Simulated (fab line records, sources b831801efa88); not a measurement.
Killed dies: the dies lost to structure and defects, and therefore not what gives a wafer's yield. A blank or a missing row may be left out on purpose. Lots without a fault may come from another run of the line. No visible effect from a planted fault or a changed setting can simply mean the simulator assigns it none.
Which tool was responsible? | flow sky130 | 14 lots, 42 wafers sampled, at 2 steps of a route of 708

## WHAT THE GAUGES READ, wafer by wafer
No reading from a measuring or inspecting step in the record can be judged against a usual standard deviation.

## WHICH TOOL RAN EACH LOT (tool, then ch and the chambers of the sampled wafers, then the start)
lot  | SKY_NWELL_COAT_18                 | SKY_NWELL_STRIP_25
L123 | litho-track-02 ch 0, day 5 06:26  | plasma-asher-01 ch 0,1, day 5 15:16
L124 | litho-track-02 ch 0, day 5 15:25  | plasma-asher-01 ch 0, day 6 01:01
L126 | litho-track-04 ch 0, day 6 02:15  | plasma-asher-03 ch 0,1, day 6 11:23
L127 | litho-track-02 ch 0, day 6 07:04  | plasma-asher-04 ch 0,1, day 6 16:58
L129 | litho-track-03 ch 0, day 6 16:17  | plasma-asher-03 ch 0,1, day 7 02:22
L130 | litho-track-04 ch 0, day 7 01:10  | plasma-asher-04 ch 0,1, day 7 11:13
L132 | litho-track-02 ch 0, day 7 12:20  | plasma-asher-03 ch 0,1, day 7 23:16
L133 | litho-track-03 ch 0, day 7 16:28  | plasma-asher-01 ch 0,1, day 8 03:01
L135 | litho-track-02 ch 0, day 8 02:19  | plasma-asher-04 ch 0,1, day 8 13:46
L136 | litho-track-04 ch 0, day 8 08:58  | plasma-asher-03 ch 0,1, day 8 20:19
L140 | litho-track-02 ch 0, day 9 11:32  | plasma-asher-01 ch 0,1, day 9 23:24
L141 | litho-track-03 ch 0, day 9 22:35  | plasma-asher-03 ch 0,1, day 10 11:17
L144 | litho-track-03 ch 0, day 10 18:34 | plasma-asher-01 ch 0,1, day 11 06:55
L145 | litho-track-04 ch 0, day 11 02:45 | plasma-asher-01 ch 0,1, day 11 15:01
- SKY_NWELL_COAT_18: resist thk 3000 nm.
- SKY_NWELL_STRIP_25: strips in O2/N2.

## WHAT THE TOOLS THEMSELVES READ (means of the sampled wafers that have a number; where no wafer has one, the mark that the record gives instead)
SKY_NWELL_STRIP_25.
lot  | tool            | drypump-motor-current-A (A) | oes-product-au (a.u.) | strip-time-to-endpoint-s (s)
L123 | plasma-asher-01 | 5.91                        | 0.717                 | 36.88
L124 | plasma-asher-01 | 5.49                        | 0.725                 | 36.95
L126 | plasma-asher-03 | 5.78                        | 0.727                 | 36.75
L127 | plasma-asher-04 | 5.42                        | 0.724                 | 36.87
L129 | plasma-asher-03 | 5.62                        | 0.717                 | 36.86
L130 | plasma-asher-04 | 5.41                        | 0.723                 | 36.78
L132 | plasma-asher-03 | 5.62                        | 0.724                 | 37.02
L133 | plasma-asher-01 | 5.89                        | 0.722                 | 36.85
L135 | plasma-asher-04 | 5.56                        | 0.725                 | 36.84
L136 | plasma-asher-03 | 5.64                        | 0.726                 | 37.02
L140 | plasma-asher-01 | 5.68                        | 0.725                 | 36.93
L141 | plasma-asher-03 | 5.78                        | 0.697                 | 11.19
L144 | plasma-asher-01 | 5.71                        | 0.696                 | 11.21
L145 | plasma-asher-01 | 5.69                        | 0.725                 | 36.92

## THE ANSWER, worked out from the rows above alone
Rule: usual is defined by the lots themselves. The widest of any qualifying gaps counts: lots, ordered by their means at a reading, are off when they make up no more than a third of the lots, leave a main group of 4 or more, and stand apart from it by 3 or more times the standard deviation of that group's means. If all means in a main group match to the digits the tables above print for the reading, that group is not used. A lot without any number at a reading at which 4 lots or more have one is off too. The other lots that the step has rows for count as sound. The gauges are gone through in route order, then the tools' own readings, and for those a lot's mean is taken as printed above. The first step at which some lot is off is used, and at that step the reading that is off furthest; a lot without a number counts as furthest.
Off: L141, L144, at SKY_NWELL_STRIP_25 (strip-time-to-endpoint-s). Mean 36.89 s and standard deviation 0.08 in the main group.
If a tool, at that step or one of the process steps before it, ran each lot that is off and ran no sound lot following the first of them, it fits. One fits: litho-track-03 at SKY_NWELL_COAT_18. A fault onset in the window from L133 (day 7 16:28, its last sound lot) to L141 (day 9 22:35, its first lot off) fits.

## WHAT HAD BEEN PUT IN BY THE SIMULATOR
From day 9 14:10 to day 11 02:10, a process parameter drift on litho-track-03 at SKY_NWELL_COAT_18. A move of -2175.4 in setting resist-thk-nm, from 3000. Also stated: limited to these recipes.
Struck lots among those shown: L141, L144. Same finding as the rule above.
